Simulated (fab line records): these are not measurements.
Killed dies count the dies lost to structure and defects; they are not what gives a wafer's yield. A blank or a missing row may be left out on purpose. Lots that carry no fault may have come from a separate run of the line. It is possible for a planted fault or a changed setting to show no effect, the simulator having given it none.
fab line records	flow sky130
[record] lots = 24	wafers = 72	last-day = 51
route steps=708 shown FIELD_ISO@15 LDD_HVP@288 POLY_CUT@318 LI_CONTACT@386 METAL1@438
lots that met no fault: taken from a fault-free run of the same line
start-h: hours from the record's opening day to when the first of the lot's shown wafers began	wait-h: how many hours have passed since the lot's step before this one	" the same as in the row above	L1.1+2: one row covering several wafers at once	- value missing, or start not given	* or withheld: withheld	< > ~ a bound
route shown NAME@n: NAME is a module with steps in the file, n the number in the route of the first one	usual: mean/standard deviation of fault-free wafers	same: alike in all rows	chamber/n: place in a boat	sites: the reading at each site	_std_site: the standard deviation of these	_edge_site: the outer-site mean with the inner-site mean subtracted	radius-mm: how far each site lies from the wafer's centre	mask NAME#n: copy n	behind: the most recent tool/chamber to have shaped the wafer	hold: why the lot was held/for how many hours/how that ended	device: the transistor (n, p or np) that didn't switch	end of line: tests run on the same wafers once the route is complete	a step with no rows: only its recipe	killed: at the first sort, the dies lost to defects and structure; wafer yield is something else	map: a wafer's dies, marking killed ones x, the rest . and places with no die _
set.NAME: the run value of the setting; set.NAME@STEP: its run value at that earlier step	model.NAME: the simulator's own value behind a step, which no gauge read
route steps across a sampled set of lots; one table per step, one row per wafer
services: when a tool's chamber went out of use (start-h, in hours from the record's first day, below 0 if earlier), for how many hours, and the reason
[[steps]]
[step SKY_FIELD_ISO_ETCH_14]
[recipe] chemistry = N2/H2	target = BARC	ion-energy-ev = 200	source-w = 500	bias-w = 100	pressure-mtorr = 30	n2-flow-sccm = 100	h2-flow-sccm = 200	stop-on = SiO2	time-s = 45.9	target-depth-a = 600
[usual] drypump-motor-current-A = 5.7/0.53	oes-product-au = 0.854/0.0048	throttle-valve-pct = 13.224/0.0086
lot.wafer	tool	chamber	start-h	wait-h	drypump-motor-current-A	oes-product-au	rf-hours-counter-h	throttle-valve-pct
L074.2	rie-diel-04	0	30.29	0.1	6.2	0.856	112	13.222
L074.4	"	1	"	"	5.9	0.854	2	13.219
L074.5	"	0	"	"	6.2	0.852	-	13.229
L075.1	rie-diel-01	2	36.32	0.1	4.8	0.850	40	13.213
L075.3	"	3	"	"	5.3	0.848	143	13.211
L075.4	"	1	"	"	6.6	0.853	77	13.226
L076.1	rie-diel-04	3	40.69	0.1	6.3	0.854	66	13.222
L076.4	"	1	"	"	5.8	0.843	2	13.242
L076.6	"	2	"	"	4.9	0.850	-	13.230
L077.1	rie-diel-04	0	47.62	0.1	6.2	0.849	112	13.224
L077.2	"	1	"	"	5.9	0.854	2	13.237
L077.6	"	0	"	"	6.2	0.846	-	13.215
L078.1	rie-diel-01	3	51.04	0.1	5.2	0.859	144	13.219
L078.4	"	2	"	"	4.8	0.851	40	13.232
L078.6	"	3	"	"	5.3	0.853	-	13.225
L079.4	rie-diel-03	2	55.54	0.0	6.1	0.855	10	13.222
L079.5	"	0	"	"	5.2	0.850	-	13.227
L079.6	"	3	"	"	5.4	0.851	-	13.222
L080.3	rie-diel-03	3	60.39	0.1	5.4	0.859	151	13.224
L080.5	"	3	"	"	5.4	0.863	-	13.227
L080.6	"	0	"	"	5.2	0.851	-	13.216
L081.3	rie-diel-04	1	65.36	0.1	5.9	0.857	-	13.236
L081.4	"	3	"	"	6.3	0.858	-	13.236
L081.6	"	3	"	"	6.3	0.858	-	13.223
L082.1	rie-diel-01	0	71.67	0.1	5.9	0.856	114	13.228
L082.2	"	3	"	"	5.2	0.852	144	13.225
L082.3	"	2	"	"	4.8	0.847	40	13.228
L083.2	rie-diel-03	2	78.99	0.1	6.1	0.856	10	13.233
L083.3	"	1	"	"	5.8	0.852	10	13.241
L083.4	"	0	"	"	5.2	0.854	1	13.230
L084.2	rie-diel-04	0	82.19	0.1	6.2	0.853	112	13.220
L084.3	"	3	"	"	6.3	0.851	66	13.225
L084.6	"	3	"	"	6.3	0.860	-	13.223
L085.1	rie-diel-04	3	87.37	0.1	6.3	0.866	67	13.236
L085.2	"	2	"	"	4.9	0.859	0	13.230
L085.3	"	1	"	"	5.9	0.864	3	13.213
L086.2	rie-diel-03	1	93.79	0.1	5.8	0.859	10	13.234
L086.4	"	2	"	"	6.1	0.856	10	13.216
L086.6	"	3	"	"	5.4	0.858	-	13.222
L087.1	rie-diel-01	1	97.47	0.1	6.6	0.850	78	13.219
L087.2	"	0	"	"	5.9	0.849	115	13.232
L087.5	"	1	"	"	6.6	0.854	-	13.226
L088.3	rie-diel-03	1	104.94	0.1	5.8	0.845	10	13.221
L088.5	"	0	"	"	5.2	0.858	-	13.227
L088.6	"	1	"	"	5.8	0.847	-	13.222
L089.2	rie-diel-01	2	110.54	0.1	4.8	0.853	41	13.227
L089.3	"	3	"	"	5.2	0.857	145	13.226
L089.6	"	0	"	"	5.9	0.858	-	13.217
L090.2	rie-diel-03	0	114.54	0.1	5.2	0.853	1	13.225
L090.4	"	2	"	"	6.1	0.857	11	13.227
L090.5	"	3	"	"	5.4	0.853	-	13.215
L091.1	rie-diel-01	1	119.89	0.1	6.7	0.858	79	13.212
L091.2	"	0	"	"	5.9	0.850	115	13.217
L091.5	"	0	"	"	5.9	0.853	-	13.223
L092.3	rie-diel-01	2	124.04	0.1	4.8	0.855	42	13.220
L092.4	"	1	"	"	6.6	0.856	79	13.227
L092.5	"	1	"	"	6.6	0.853	-	13.216
L093.1	rie-diel-04	1	127.62	0.1	5.9	0.854	4	13.215
L093.3	"	3	"	"	6.3	0.858	68	13.238
L093.6	"	1	"	"	5.9	0.852	-	13.225
L094.1	rie-diel-03	1	134.39	0.1	5.8	0.856	11	13.222
L094.2	"	3	"	"	5.3	0.847	152	13.230
L094.3	"	2	"	"	6.1	0.855	11	13.225
L095.1	rie-diel-03	0	141.84	0.1	5.2	0.860	2	13.217
L095.4	"	2	"	"	6.1	0.853	11	13.245
L095.6	"	3	"	"	5.4	0.858	-	13.222
L096.3	rie-diel-04	0	144.64	0.1	6.2	0.858	114	13.226
L096.5	"	2	"	"	4.9	0.859	-	13.230
L096.6	"	1	"	"	5.9	0.853	-	13.229
L097.2	rie-diel-01	3	148.37	0.1	5.3	0.858	146	13.235
L097.3	"	0	"	"	5.9	0.863	116	13.214
L097.6	"	3	"	"	5.2	0.857	-	13.225
[step SKY_FIELD_ISO_ETCH_15]
[recipe] chemistry = CHF3/O2	target-depth-nm = 180	stop-on = Si	source-w = 600	bias-w = 200	pressure-mtorr = 40	chf3-flow-sccm = 50	O2_flow_sccm = 5	time-s = 72
[usual] drypump-motor-current-A = 5.7/0.53	oes-product-au = 0.947/0.0075	throttle-valve-pct = 8.843/0.0099
lot.wafer	tool	chamber	start-h	wait-h	drypump-motor-current-A	oes-product-au	rf-hours-counter-h	throttle-valve-pct
L074.2	rie-diel-04	0	30.33	0.0	6.2	0.942	112	8.847
L074.4	"	1	"	"	5.9	0.950	2	8.856
L074.5	"	0	"	"	6.2	0.953	-	8.835
L075.1	rie-diel-01	2	36.36	0.0	4.8	0.930	40	8.848
L075.3	"	3	"	"	5.2	0.936	143	8.856
L075.4	"	1	"	"	6.6	0.943	77	8.830
L076.1	rie-diel-04	3	40.73	0.0	6.3	0.935	66	8.845
L076.4	"	1	"	"	5.9	0.937	2	8.833
L076.6	"	2	"	"	4.9	0.937	-	8.813
L077.1	rie-diel-04	0	47.66	0.0	6.2	0.941	112	8.838
L077.2	"	1	"	"	5.9	0.945	2	8.841
L077.6	"	0	"	"	6.2	0.942	-	8.839
L078.1	rie-diel-01	3	51.08	0.0	5.2	0.939	144	8.861
L078.4	"	2	"	"	4.8	0.965	40	8.836
L078.6	"	3	"	"	5.2	0.954	-	8.857
L079.4	rie-diel-03	2	55.58	0.0	6.1	0.946	10	8.846
L079.5	"	0	"	"	5.2	0.950	-	8.850
L079.6	"	3	"	"	5.4	0.950	-	8.851
L080.3	rie-diel-03	3	60.43	0.0	5.4	0.943	151	8.858
L080.5	"	3	"	"	5.3	0.949	-	8.852
L080.6	"	0	"	"	5.2	0.940	-	8.857
L081.3	rie-diel-04	1	65.43	0.0	5.9	0.947	-	8.851
L081.4	"	3	"	"	6.3	0.951	-	8.856
L081.6	"	3	"	"	6.3	0.953	-	8.836
L082.1	rie-diel-01	0	71.71	0.0	5.9	0.956	114	8.835
L082.2	"	3	"	"	5.2	0.959	144	8.848
L082.3	"	2	"	"	4.8	0.958	40	8.841
L083.2	rie-diel-03	2	79.03	0.0	6.1	0.963	10	8.853
L083.3	"	1	"	"	5.8	0.958	10	8.842
L083.4	"	0	"	"	5.2	0.954	1	8.854
L084.2	rie-diel-04	0	82.23	0.0	6.2	0.944	112	8.833
L084.3	"	3	"	"	6.3	0.935	67	8.847
L084.6	"	3	"	"	6.3	0.935	-	8.842
L085.1	rie-diel-04	3	87.41	0.0	6.3	0.951	67	8.836
L085.2	"	2	"	"	4.9	0.944	0	8.827
L085.3	"	1	"	"	5.9	0.940	3	8.852
L086.2	rie-diel-03	1	93.83	0.0	5.8	0.944	10	8.846
L086.4	"	2	"	"	6.1	0.945	10	8.829
L086.6	"	3	"	"	5.4	0.945	-	8.845
L087.1	rie-diel-01	1	97.51	0.0	6.5	0.945	78	8.847
L087.2	"	0	"	"	5.9	0.959	115	8.847
L087.5	"	1	"	"	6.5	0.951	-	8.838
L088.3	rie-diel-03	1	104.98	0.0	5.8	0.931	10	8.842
L088.5	"	0	"	"	5.2	0.937	-	8.846
L088.6	"	1	"	"	5.8	0.946	-	8.848
L089.2	rie-diel-01	2	110.58	0.0	4.8	0.941	41	8.842
L089.3	"	3	"	"	5.3	0.946	145	8.857
L089.6	"	0	"	"	5.9	0.946	-	8.855
L090.2	rie-diel-03	0	114.58	0.0	5.2	0.949	1	8.833
L090.4	"	2	"	"	6.1	0.962	11	8.839
L090.5	"	3	"	"	5.4	0.959	-	8.866
L091.1	rie-diel-01	1	119.93	0.0	6.6	0.937	79	8.819
L091.2	"	0	"	"	5.9	0.949	115	8.849
L091.5	"	0	"	"	5.9	0.944	-	8.830
L092.3	rie-diel-01	2	124.08	0.0	4.8	0.944	42	8.843
L092.4	"	1	"	"	6.5	0.953	79	8.830
L092.5	"	1	"	"	6.6	0.954	-	8.853
L093.1	rie-diel-04	1	127.66	0.0	5.9	0.948	4	8.853
L093.3	"	3	"	"	6.3	0.950	68	8.866
L093.6	"	1	"	"	5.9	0.934	-	8.827
L094.1	rie-diel-03	1	134.43	0.0	5.8	0.938	11	8.843
L094.2	"	3	"	"	5.4	0.945	152	8.833
L094.3	"	2	"	"	6.1	0.946	11	8.847
L095.1	rie-diel-03	0	141.88	0.0	5.2	0.950	2	8.842
L095.4	"	2	"	"	6.1	0.947	11	8.859
L095.6	"	3	"	"	5.4	0.940	-	8.838
L096.3	rie-diel-04	0	144.68	0.0	6.2	0.951	114	8.859
L096.5	"	2	"	"	4.9	0.949	-	8.845
L096.6	"	1	"	"	5.9	0.956	-	8.844
L097.2	rie-diel-01	3	148.41	0.0	5.2	0.950	146	8.849
L097.3	"	0	"	"	5.9	0.949	116	8.856
L097.6	"	3	"	"	5.2	0.949	-	8.849
[step SKY_LDD_HVP_TW_MEAS_10]
[usual] LDD_HVP_TW = 458/4.6
lot.wafer	tool	chamber	start-h	wait-h	LDD_HVP_TW
L074.2	film-metro-02	-	509.36	0.1	460
L074.4	"	-	"	"	461
L074.5	"	-	"	"	460
L075.1	film-metro-01	-	523.45	0.1	447
L075.3	"	-	"	"	449
L075.4	"	-	"	"	447
L076.1	film-metro-02	-	526.48	0.1	461
L076.4	"	-	"	"	462
L076.6	"	-	"	"	460
L077.1	film-metro-02	-	536.64	0.1	460
L077.2	"	-	"	"	458
L077.6	"	-	"	"	460
L078.1	film-metro-04	-	548.54	0.1	457
L078.4	"	-	"	"	459
L078.6	"	-	"	"	459
L079.4	film-metro-04	-	552.38	0.1	459
L079.5	"	-	"	"	458
L079.6	"	-	"	"	460
L080.3	film-metro-02	-	561.42	0.1	466
L080.5	"	-	"	"	464
L080.6	"	-	"	"	463
L081.3	film-metro-02	-	577.10	0.1	461
L081.4	"	-	"	"	460
L081.6	"	-	"	"	466
L082.1	film-metro-01	-	585.45	0.1	451
L082.2	"	-	"	"	451
L082.3	"	-	"	"	449
L083.2	film-metro-04	-	591.55	0.1	457
L083.3	"	-	"	"	457
L083.4	"	-	"	"	457
L084.2	film-metro-02	-	596.84	0.1	461
L084.3	"	-	"	"	462
L084.6	"	-	"	"	463
L085.1	film-metro-02	-	608.75	0.1	463
L085.2	"	-	"	"	461
L085.3	"	-	"	"	460
L086.2	film-metro-02	-	610.19	0.1	461
L086.4	"	-	"	"	463
L086.6	"	-	"	"	463
L087.1	film-metro-04	-	622.23	0.1	459
L087.2	"	-	"	"	458
L087.5	"	-	"	"	458
L088.3	film-metro-02	-	632.50	0.1	459
L088.5	"	-	"	"	462
L088.6	"	-	"	"	464
L089.2	film-metro-02	-	639.96	0.1	460
L089.3	"	-	"	"	461
L089.6	"	-	"	"	461
L090.2	film-metro-02	-	654.09	0.1	457
L090.4	"	-	"	"	457
L090.5	"	-	"	"	458
L091.1	film-metro-02	-	656.74	0.1	458
L091.2	"	-	"	"	461
L091.5	"	-	"	"	458
L092.3	film-metro-02	-	661.27	0.1	459
L092.4	"	-	"	"	459
L092.5	"	-	"	"	458
L093.1	film-metro-02	-	665.05	0.1	459
L093.3	"	-	"	"	458
L093.6	"	-	"	"	457
L094.1	film-metro-01	-	678.88	0.1	448
L094.2	"	-	"	"	448
L094.3	"	-	"	"	451
L095.1	film-metro-01	-	689.75	0.1	452
L095.4	"	-	"	"	452
L095.6	"	-	"	"	451
L096.3	film-metro-04	-	692.50	0.1	460
L096.5	"	-	"	"	458
L096.6	"	-	"	"	463
L097.2	film-metro-02	-	695.15	0.1	465
L097.3	"	-	"	"	462
L097.6	"	-	"	"	466
[step SKY_POLY_CUT_ETCH_11]
[recipe] target = Si3N4	chemistry = CF4/CH2F2/Ar	stop-on = poly-Si	source-w = 600	bias-w = 150	pressure-mtorr = 40	cf4-flow-sccm = 40	ch2f2-flow-sccm = 20	Ar_flow_sccm = 150	time-s = 42.5	target-depth-a = 600
[usual] cf4-flow-sccm = 39.99/0.11	drypump-motor-current-A = 5.7/0.47	oes-product-au = 0.832/0.0059	throttle-valve-pct = 14.995/0.0092
lot.wafer	tool	chamber	start-h	wait-h	cf4-flow-sccm	drypump-motor-current-A	oes-product-au	rf-hours-counter-h	throttle-valve-pct
L074.2	rie-diel-03	2	574.19	0.0	40.19	6.1	0.835	18	15.000
L074.4	"	0	"	"	40.05	5.2	0.839	9	15.000
L074.5	"	0	"	"	40.07	5.2	0.828	-	14.989
L075.1	rie-diel-04	0	586.11	0.0	40.04	6.2	0.832	4	14.991
L075.3	"	3	"	"	40.02	6.3	0.828	77	14.983
L075.4	"	0	"	"	40.08	6.2	0.829	-	14.997
L076.1	rie-diel-04	3	588.97	0.0	39.78	6.3	0.819	77	15.001
L076.4	"	0	"	"	40.06	6.2	0.824	-	14.990
L076.6	"	0	"	"	40.07	6.2	0.817	-	14.985
L077.1	rie-diel-03	0	602.69	0.0	39.99	5.2	0.826	9	15.018
L077.2	"	2	"	"	40.04	6.1	0.837	18	15.007
L077.6	"	3	"	"	39.95	5.4	0.837	-	14.983
L078.1	rie-diel-03	1	612.26	0.0	39.80	5.8	0.832	18	15.002
L078.4	"	3	"	"	40.06	5.4	0.830	7	14.988
L078.6	"	0	"	"	40.00	5.2	0.838	-	14.986
L079.4	rie-diel-01	1	614.85	0.0	39.82	6.6	0.840	1	14.977
L079.5	"	0	"	"	39.84	5.9	0.835	-	14.982
L079.6	"	3	"	"	40.22	5.3	0.832	-	14.983
L080.3	rie-diel-03	3	623.71	0.0	40.11	5.4	0.834	7	15.002
L080.5	"	2	"	"	40.00	6.1	0.839	-	14.992
L080.6	"	3	"	"	40.03	5.4	0.832	-	14.999
L081.3	rie-diel-03	1	639.39	0.0	40.04	5.8	0.827	18	14.997
L081.4	"	2	"	"	40.05	6.1	0.811	19	14.996
L081.6	"	2	"	"	39.88	6.1	0.831	-	14.978
L082.1	rie-diel-04	0	648.24	0.0	39.82	6.2	0.837	6	14.990
L082.2	"	1	"	"	39.87	5.9	0.834	15	14.998
L082.3	"	2	"	"	40.04	4.9	0.841	12	14.999
L083.2	rie-diel-03	3	655.44	0.0	40.16	5.4	0.828	8	15.004
L083.3	"	0	"	"	39.96	5.2	0.824	10	14.995
L083.4	"	3	"	"	40.09	5.4	0.826	-	14.988
L084.2	rie-diel-04	0	658.96	0.0	39.99	6.2	0.823	6	14.988
L084.3	"	3	"	"	39.95	6.2	0.828	1	15.009
L084.6	"	1	"	"	40.00	5.9	0.824	-	14.999
L085.1	rie-diel-03	2	670.79	0.0	40.04	6.1	0.829	19	14.999
L085.2	"	3	"	"	40.04	5.4	0.836	8	15.001
L085.3	"	1	"	"	40.01	5.8	0.830	19	14.991
L086.2	rie-diel-03	3	671.85	0.0	40.00	5.4	0.831	8	14.992
L086.4	"	0	"	"	40.00	5.2	0.827	11	14.994
L086.6	"	0	"	"	39.90	5.3	0.830	-	14.995
L087.1	rie-diel-03	3	683.71	0.0	39.97	5.4	0.830	8	14.991
L087.2	"	0	"	"	39.83	5.2	0.825	11	14.980
L087.5	"	3	"	"	39.92	5.4	0.825	-	14.989
L088.3	rie-diel-03	0	693.60	0.0	39.72	5.2	0.841	11	15.003
L088.5	"	0	"	"	39.98	5.2	0.830	-	14.994
L088.6	"	3	"	"	39.92	5.4	0.827	-	14.983
L089.2	rie-diel-03	1	700.85	0.0	39.96	5.8	0.831	19	15.003
L089.3	"	3	"	"	39.96	5.3	0.829	9	14.989
L089.6	"	0	"	"	39.76	5.2	0.827	-	14.999
L090.2	rie-diel-01	3	713.81	0.0	40.08	5.3	0.829	10	14.977
L090.4	"	2	"	"	40.02	4.8	0.825	54	14.978
L090.5	"	3	"	"	40.18	5.2	0.828	-	14.992
L091.1	rie-diel-04	2	720.19	0.0	40.12	4.9	0.832	14	14.987
L091.2	"	3	"	"	40.04	6.3	0.825	3	14.998
L091.5	"	3	"	"	39.95	6.3	0.827	-	14.999
L092.3	rie-diel-01	0	722.59	0.0	39.99	5.9	0.826	7	15.002
L092.4	"	0	"	"	40.14	5.9	0.839	-	15.009
L092.5	"	1	"	"	40.14	6.6	0.831	-	14.997
L093.1	rie-diel-01	3	728.36	0.0	40.13	5.2	0.830	11	15.005
L093.3	"	0	"	"	39.83	5.9	0.843	8	14.981
L093.6	"	1	"	"	39.95	6.6	0.839	-	14.972
L094.1	rie-diel-03	0	738.19	0.0	40.11	5.2	0.831	12	15.005
L094.2	"	3	"	"	40.04	5.4	0.834	9	14.985
L094.3	"	1	"	"	39.90	5.8	0.833	20	14.984
L095.1	rie-diel-03	0	749.50	0.0	40.06	5.2	0.841	12	14.999
L095.4	"	3	"	"	39.83	5.4	0.840	9	14.991
L095.6	"	0	"	"	40.07	5.2	0.839	-	15.005
L096.3	rie-diel-04	0	751.10	0.0	39.76	6.2	0.842	10	14.998
L096.5	"	3	"	"	40.14	6.3	0.826	-	14.995
L096.6	"	0	"	"	39.90	6.2	0.837	-	14.996
L097.2	rie-diel-03	1	753.30	0.0	40.19	5.8	0.832	20	14.998
L097.3	"	2	"	"	39.95	6.1	0.824	20	14.994
L097.6	"	0	"	"	39.94	5.2	0.832	-	15.002
[step SKY_LI_CONTACT_CMP_24]
[recipe] stop-on = PSG	t-overpolish-s = 20	down-force-psi = 3.5	platen-rpm = 60	target-thk-nm = 0	pad-velocity-m-s = 0.94248
[usual] motor-current-A = 11.2/1.7	overpolish-run-s = 20.000/0.0082	time-to-endpoint-s = 97/3.9
lot.wafer	tool	chamber	start-h	wait-h	motor-current-A	overpolish-run-s	time-to-endpoint-s
L074.2	cmp-02	2	695.25	0.0	11.2	19.999	95
L074.4	"	3	"	"	14.1	19.994	95
L074.5	"	3	"	"	13.8	19.991	93
L075.1	cmp-01	0	705.87	0.1	10.7	19.987	99
L075.4	"	1	"	"	11.0	19.995	94
L075.3	"	2	"	"	12.3	19.992	95
L076.1	cmp-01	1	709.09	0.1	10.7	20.004	95
L076.4	"	3	"	"	11.4	19.988	101
L076.6	"	1	"	"	11.1	20.007	98
L077.1	cmp-02	3	723.08	0.1	13.9	20.000	95
L077.2	"	1	"	"	11.7	19.998	94
L077.6	"	3	"	"	12.6	19.996	95
L078.1	cmp-02	2	733.10	0.1	10.9	20.003	89
L078.4	"	1	"	"	11.8	19.997	93
L078.6	"	2	"	"	11.5	20.015	89
L079.4	cmp-02	2	734.17	0.2	10.9	19.993	98
L079.5	"	3	"	"	13.4	19.994	95
L079.6	"	0	"	"	8.5	20.003	99
L080.3	cmp-01	2	741.00	0.2	11.0	20.001	98
L080.5	"	3	"	"	12.3	19.988	103
L080.6	"	0	"	"	11.6	20.001	99
L081.4	cmp-02	3	757.42	0.1	13.9	19.997	96
L081.3	"	0	"	"	8.4	19.998	98
L081.6	"	2	"	"	11.4	20.001	98
L082.3	cmp-02	0	763.73	0.2	7.9	19.991	96
L082.1	"	1	"	"	12.1	20.010	96
L082.2	"	2	"	"	10.6	19.979	97
L083.4	cmp-02	3	771.25	0.0	13.0	20.002	97
L083.3	"	0	"	"	8.7	20.000	97
L083.2	"	1	"	"	11.6	19.999	98
L084.2	cmp-02	1	775.55	0.0	12.6	19.995	95
L084.3	"	3	"	"	13.3	20.007	95
L084.6	"	2	"	"	10.7	19.988	92
L085.2	cmp-02	1	787.29	0.0	11.4	20.003	95
L085.1	"	2	"	"	10.0	20.008	90
L085.3	"	3	"	"	13.2	19.999	90
L086.2	cmp-01	1	787.70	0.1	10.7	20.005	97
L086.4	"	2	"	"	11.3	19.989	98
L086.6	"	0	"	"	10.9	20.005	93
L087.1	cmp-02	3	798.12	0.1	13.6	20.001	97
L087.2	"	0	"	"	8.3	20.021	98
L087.5	"	3	"	"	13.7	19.994	95
L088.3	cmp-01	0	808.97	0.2	11.3	20.005	96
L088.6	"	1	"	"	11.9	20.010	93
L088.5	"	2	"	"	11.8	19.996	98
L089.2	cmp-02	2	815.39	0.0	11.0	19.993	96
L089.3	"	0	"	"	8.6	20.014	99
L089.6	"	3	"	"	13.6	19.990	100
L090.2	cmp-02	0	829.37	0.3	8.3	20.002	107
L090.4	"	2	"	"	11.2	19.997	101
L090.5	"	0	"	"	8.7	20.001	103
L091.2	cmp-02	0	832.92	0.0	8.2	19.980	98
L091.1	"	1	"	"	11.5	20.006	97
L091.5	"	0	"	"	8.6	19.991	100
L092.4	cmp-01	1	835.02	0.1	11.1	19.994	91
L092.3	"	2	"	"	10.6	20.003	97
L092.5	"	0	"	"	11.1	20.010	95
L093.1	cmp-01	2	841.32	0.1	11.1	20.001	96
L093.3	"	3	"	"	11.7	20.004	99
L093.6	"	3	"	"	11.0	20.017	98
L094.3	cmp-02	2	850.89	0.1	11.3	19.998	103
L094.2	"	3	"	"	13.4	19.996	97
L094.1	"	0	"	"	8.2	20.000	105
L095.1	cmp-02	3	860.27	0.1	12.6	20.000	103
L095.4	"	0	"	"	8.3	19.994	105
L095.6	"	3	"	"	13.5	20.000	98
L096.3	cmp-02	0	861.82	0.0	8.3	20.001	107
L096.6	"	0	"	"	8.5	20.005	104
L096.5	"	1	"	"	11.4	19.998	105
L097.3	cmp-02	1	865.07	0.1	11.8	19.996	104
L097.2	"	2	"	"	11.3	20.011	98
L097.6	"	0	"	"	7.9	19.993	101
[step SKY_METAL1_SPUTTER_04]
[recipe] material = TiN	target-thk-nm = 70	power-w = 6500	time-s = 58.3	chamber-pressure-pa = 0.4
[usual] throttle-valve-pct = 29.8/0.67
lot.wafer	tool	chamber	start-h	wait-h	throttle-valve-pct
L074.2	pvd-sputter-04	-	755.92	0.0	29.2
L074.4	"	-	"	"	28.9
L074.5	"	-	"	"	29.2
L075.1	pvd-sputter-03	-	766.47	0.0	30.6
L075.3	"	-	"	"	29.8
L075.4	"	-	"	"	29.0
L076.1	pvd-sputter-03	-	769.63	0.0	29.5
L076.4	"	-	"	"	29.5
L076.6	"	-	"	"	30.7
L077.1	pvd-sputter-04	-	783.18	0.0	30.5
L077.2	"	-	"	"	28.8
L077.6	"	-	"	"	29.0
L078.1	pvd-sputter-03	-	792.13	0.0	29.5
L078.4	"	-	"	"	30.7
L078.6	"	-	"	"	29.6
L079.4	pvd-sputter-04	-	792.28	0.0	30.3
L079.5	"	-	"	"	30.4
L079.6	"	-	"	"	29.2
L080.3	pvd-sputter-03	-	799.49	0.0	30.9
L080.5	"	-	"	"	29.3
L080.6	"	-	"	"	30.9
L081.3	pvd-sputter-04	-	815.35	0.0	29.0
L081.4	"	-	"	"	30.3
L081.6	"	-	"	"	29.0
L082.1	pvd-sputter-03	-	820.92	0.0	29.8
L082.2	"	-	"	"	29.5
L082.3	"	-	"	"	29.4
L083.2	pvd-sputter-01	-	829.87	0.0	31.8
L083.3	"	-	"	"	29.8
L083.4	"	-	"	"	30.7
L084.2	pvd-sputter-03	-	834.32	0.0	29.7
L084.3	"	-	"	"	30.9
L084.6	"	-	"	"	29.4
L085.1	pvd-sputter-04	-	844.42	0.0	29.2
L085.2	"	-	"	"	30.2
L085.3	"	-	"	"	30.2
L086.2	pvd-sputter-01	-	845.42	0.0	30.7
L086.4	"	-	"	"	29.5
L086.6	"	-	"	"	30.8
L087.1	pvd-sputter-03	-	854.66	0.0	30.7
L087.2	"	-	"	"	29.6
L087.5	"	-	"	"	29.8
L088.3	pvd-sputter-03	-	866.23	0.0	29.4
L088.5	"	-	"	"	29.7
L088.6	"	-	"	"	28.9
L089.2	pvd-sputter-03	-	872.12	0.0	28.9
L089.3	"	-	"	"	29.5
L089.6	"	-	"	"	29.7
L090.2	pvd-sputter-03	-	886.40	0.0	30.8
L090.4	"	-	"	"	29.7
L090.5	"	-	"	"	30.8
L091.1	pvd-sputter-01	-	890.39	0.0	31.5
L091.2	"	-	"	"	30.6
L091.5	"	-	"	"	29.7
L092.3	pvd-sputter-03	-	891.98	0.0	29.3
L092.4	"	-	"	"	29.7
L092.5	"	-	"	"	28.9
L093.1	pvd-sputter-04	-	897.47	0.0	29.3
L093.3	"	-	"	"	28.8
L093.6	"	-	"	"	30.1
L094.1	pvd-sputter-03	-	906.96	0.0	29.4
L094.2	"	-	"	"	29.3
L094.3	"	-	"	"	30.7
L095.1	pvd-sputter-04	-	917.36	0.0	28.8
L095.4	"	-	"	"	30.3
L095.6	"	-	"	"	29.0
L096.3	pvd-sputter-03	-	918.03	0.0	29.7
L096.5	"	-	"	"	29.5
L096.6	"	-	"	"	29.8
L097.2	pvd-sputter-04	-	921.48	0.0	28.8
L097.3	"	-	"	"	30.2
L097.6	"	-	"	"	30.2
[[services]]
tool	chamber	start-h	hours	kind
rie-diel-03	-	39.50	0.7	repair
rie-diel-04	0	61.51	17.6	repair
rie-diel-03	2	100.54	10.5	repair
rie-diel-04	2	116.11	15.8	repair
rie-diel-03	0	129.60	4.4	repair
rie-diel-03	1	220.91	16.4	repair
rie-diel-03	0	248.58	5.7	repair
rie-diel-04	1	252.21	5.7	repair
rie-diel-03	0	292.70	4.5	repair
rie-diel-04	-	334.69	2.8	pm
rie-diel-04	1	396.26	3.8	repair
rie-diel-04	3	438.51	34.4	repair
rie-diel-03	-	490.16	2.8	pm
rie-diel-04	-	551.15	1.1	repair
rie-diel-03	1	554.62	2.7	repair
rie-diel-04	2	565.70	3.6	repair
rie-diel-04	1	568.77	4.8	repair
rie-diel-04	-	582.98	0.1	repair
rie-diel-04	2	585.37	18.7	repair
rie-diel-04	1	587.08	3.4	repair
rie-diel-03	2	645.58	10.0	repair
rie-diel-03	-	712.79	15.6	pm
rie-diel-04	-	729.87	1.0	repair
rie-diel-03	2	866.25	7.1	repair
[[key]]
fault none
